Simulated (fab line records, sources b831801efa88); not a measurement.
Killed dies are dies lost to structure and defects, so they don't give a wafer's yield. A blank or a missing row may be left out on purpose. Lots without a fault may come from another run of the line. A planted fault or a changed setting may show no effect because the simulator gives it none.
A struck lot beside a sound one | flow gf180mcu | 19 steps out of a route of 602
Sound: wafers L393.3, L393.4, L393.5. Struck: wafers L410.2, L410.3, L410.6. The cause comes at the end.
At each step with rows: each side's tool, then ch and its chambers, then its first start. Under that, the readings that differ: sound wafers | struck wafers | difference of the means | sigmas: that difference in standard deviations of wafers without a fault.
alike: readings whose means differ by less than 2 such deviations, and words and numbers that are the same on both sides. not compared: withheld readings, readings that some wafer has no value for, bounds like >300 that may hide the same value, and numbers for which the record gives no deviation and whose values overlap.
The two part at a step that has a row with sigmas, a row that says differs or no value, or rows on one side only. Numbers that don't overlap but have no deviation are shown without sigmas and don't part them. A reading that every wafer of one side lacks parts them only if that side has two wafers or more.

GF_V5_CMP_26: polishes, stops on SiO2, t overpolish 15 s, target thk 0 nm.
  sound on cmp-02 ch 0,1, day 27 11:01; struck on cmp-02 ch 2,3, day 32 11:52
  reading                | sound          | struck         | difference | sigmas
  time_to_endpoint_s (s) | 82.8 79.3 81.1 | 87.7 87.2 86.8 | +6.2       | +2
  alike: motor_current_A, overpolish_run_s
GF_TOP_METAL_SPUTTER_00: material Ti, target thk 37.5 nm, time 150 s.
  sound on pvd_sputter-04, day 27 11:19; struck on pvd_sputter-04, day 32 12:10
  alike: throttle_valve_pct
GF_TOP_METAL_SPUTTER_01: material TiN, target thk 30 nm, time 25 s.
  sound on pvd_sputter-04, day 27 11:25; struck on pvd_sputter-04, day 32 12:16
  alike: throttle_valve_pct
then, 1 step without rows for these wafers: GF_TOP_METAL_SPUTTER_02 (material AlCu, target thk 900 nm, time 47.82 s).
GF_TOP_METAL_SPUTTER_03: material Ti, target thk 5 nm, time 3.3 s.
  sound on pvd_sputter-04, day 27 11:29; struck on pvd_sputter-04, day 32 12:20
  alike: throttle_valve_pct
then, 1 step without rows for these wafers: GF_TOP_METAL_SPUTTER_04 (material TiN, target thk 25 nm, time 20.8 s).
GF_TOP_METAL_RS_MEAS_05: measures by four-point-probe.
  sound on film_metro-01, day 27 11:35; struck on film_metro-01, day 32 12:24
  alike: TOP_METAL_ALCU_RS
GF_TOP_METAL_THK_MEAS_06: measures by xrf.
  sound on film_metro-01, day 27 11:41; struck on film_metro-01, day 32 12:31
  alike: TOP_METAL_ALCU_THK
then, 4 steps without rows for these wafers: GF_TOP_METAL_DEHYDRATE_07 (time 60 s); GF_TOP_METAL_HMDS_08 (prime time 60 s); GF_TOP_METAL_COAT_09 (resist thk 1500 nm); GF_TOP_METAL_SOFTBAKE_10 (time 60 s).
GF_TOP_METAL_EXPOSE_11: exposes mask MetalTop, target cd 440 nm.
  sound on iline_stepper-01 ch 0, day 27 21:24; struck on iline_stepper-01 ch 0, day 32 20:14
  reading                           | sound                   | struck            | difference | sigmas
  model.TOP_METAL.overlay_x_nm (nm) | -0.9059 -0.9059 -0.9059 | 7.982 7.982 7.982 | +8.888     |
  alike: mask
then, 2 steps without rows for these wafers: GF_TOP_METAL_PEB_12; GF_TOP_METAL_DEVELOP_13 (develop time 60 s).
GF_TOP_METAL_CD_MEAS_14: target cd 440 nm.
  sound on cd_sem-01, day 28 07:14; struck on cd_sem-01, day 33 03:56
  reading    | sound             | struck            | difference | sigmas
  cd_nm (nm) | 437.0 439.1 438.5 | 443.2 442.2 442.1 | +4.3       | +2
GF_TOP_METAL_OVL_MEAS_15:
  sound on overlay-01, day 28 07:19; struck on overlay-02, day 33 04:15
  reading            | sound          | struck      | difference | sigmas
  TOP_METAL_OVL (nm) | -2.7 -4.0 -3.7 | 9.2 6.7 8.8 | +11.7      | +8
  not compared: hold
GF_TOP_METAL_METAL_ETCH_16: etches the open film in Cl2/BCl3, stops on SiO2, target depth 1197 nm, time 199.5 s.
  sound on rie_metal-04 ch 0,1, day 28 07:25; struck on rie_metal-04 ch 0,1, day 33 06:44
  reading | sound | struck                                                                     | difference                   | sigmas
  hold    | - - - | await_dispo/2.5h/release await_dispo/2.5h/release await_dispo/2.5h/release | no value on the sound wafers |
  alike: bias_w, drypump_motor_current_A, oes_product_au, throttle_valve_pct
  not compared: rf_hours_counter_h
then, 1 step without rows for these wafers: GF_PASSIVATION_PROBE_99.

WHERE THEY PART
First at GF_V5_CMP_26; last, within this record, at GF_TOP_METAL_METAL_ETCH_16.

WHY: what the simulator had put in
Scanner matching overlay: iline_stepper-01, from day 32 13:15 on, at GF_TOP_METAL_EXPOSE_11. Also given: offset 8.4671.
